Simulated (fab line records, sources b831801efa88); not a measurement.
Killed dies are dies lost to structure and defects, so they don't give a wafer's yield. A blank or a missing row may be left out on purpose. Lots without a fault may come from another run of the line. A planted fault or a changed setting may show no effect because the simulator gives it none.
A struck lot beside a sound one | flow sky130 | 15 steps out of a route of 708
Sound: wafers L255.1, L255.3, L255.4. Struck: wafers L264.2, L264.3, L264.5. The cause comes at the end.
At each step with rows: each side's tool, then ch and its chambers, then its first start. Under that, the readings that differ: sound wafers | struck wafers | difference of the means | sigmas: that difference in standard deviations of wafers without a fault.
alike: readings whose means differ by less than 2 such deviations, and words and numbers that are the same on both sides. not compared: withheld readings, readings that some wafer has no value for, bounds like >300 that may hide the same value, and numbers for which the record gives no deviation and whose values overlap.
The two part at a step that has a row with sigmas, a row that says differs or no value, or rows on one side only. Numbers that don't overlap but have no deviation are shown without sigmas and don't part them. A reading that every wafer of one side lacks parts them only if that side has two wafers or more.

first, 2 steps without rows for these wafers: SKY_PASSIVATION_PEB_09; SKY_PASSIVATION_DEVELOP_10 (develop time 60 s).
SKY_PASSIVATION_ETCH_11: etches the open film in CF4/O2, stops on AlCu, target depth 725 nm, time 161.1 s.
  sound on rie_diel-03 ch 0,1,3, day 46 02:13; struck on rie_diel-02 ch 0,1,2, day 48 03:07
  alike: drypump_motor_current_A, oes_product_au, throttle_valve_pct
  not compared: rf_hours_counter_h
SKY_PASSIVATION_STRIP_12: strips in O2/N2.
  sound on plasma_asher-04 ch 0,1, day 46 02:19; struck on plasma_asher-04 ch 0,1, day 48 03:13
  reading                      | sound             | struck            | difference | sigmas
  strip_time_to_endpoint_s (s) | 31.13 31.32 31.34 | 31.58 31.65 31.41 | +0.28      | +2
  alike: chamber_pressure_mTorr, drypump_motor_current_A, o2_flow_sccm, oes_product_au
  not compared: rf_hours_counter_h
then, 7 steps without rows for these wafers: SKY_PAD_OPEN_DEHYDRATE_00 (time 60 s); SKY_PAD_OPEN_HMDS_01 (prime time 60 s); SKY_PAD_OPEN_COAT_02 (resist thk 3000 nm); SKY_PAD_OPEN_SOFTBAKE_03; SKY_PAD_OPEN_EXPOSE_04 (exposes mask PDM, target cd 60000 nm); SKY_PAD_OPEN_PEB_05; SKY_PAD_OPEN_DEVELOP_06 (develop time 60 s).
SKY_PAD_OPEN_ETCH_07: etches the open film in CF4/O2, stops on AlCu, target depth 725 nm, time 161.1 s.
  sound on rie_diel-02 ch 0,2,3, day 46 23:37; struck on rie_diel-02 ch 0,1,2, day 48 22:14
  alike: drypump_motor_current_A, oes_product_au, throttle_valve_pct
  not compared: rf_hours_counter_h
SKY_PAD_OPEN_STRIP_08: strips in O2/N2.
  sound on plasma_asher-01 ch 0,1, day 46 23:44; struck on plasma_asher-02 ch 0,1, day 48 22:20
  no value came back on the struck wafers for any of 5 readings (chamber_pressure_mTorr (mTorr), drypump_motor_current_A (A) and others); on the sound wafers chamber_pressure_mTorr (mTorr) reads 1500.2 1502.6 1501.9
  reading                                    | sound | struck         | difference | sigmas
  model.coat_of_PAD_OPEN_COAT_02.thk_nm (nm) | 0 0 0 | 2993 2994 2993 | +2993      |
  not compared: rf_hours_counter_h
then, 1 step without rows for these wafers: SKY_PAD_OPEN_STRIP_09 (strips in post etch residue remover, time 1200 s).
SKY_PAD_OPEN_PROBE_99:
  the record has rows for the struck wafers here (prober-02, day 49 00:36) and none for the sound ones

WHERE THEY PART
First at SKY_PASSIVATION_STRIP_12; last, within this record, at SKY_PAD_OPEN_PROBE_99.

WHY: what the simulator had put in
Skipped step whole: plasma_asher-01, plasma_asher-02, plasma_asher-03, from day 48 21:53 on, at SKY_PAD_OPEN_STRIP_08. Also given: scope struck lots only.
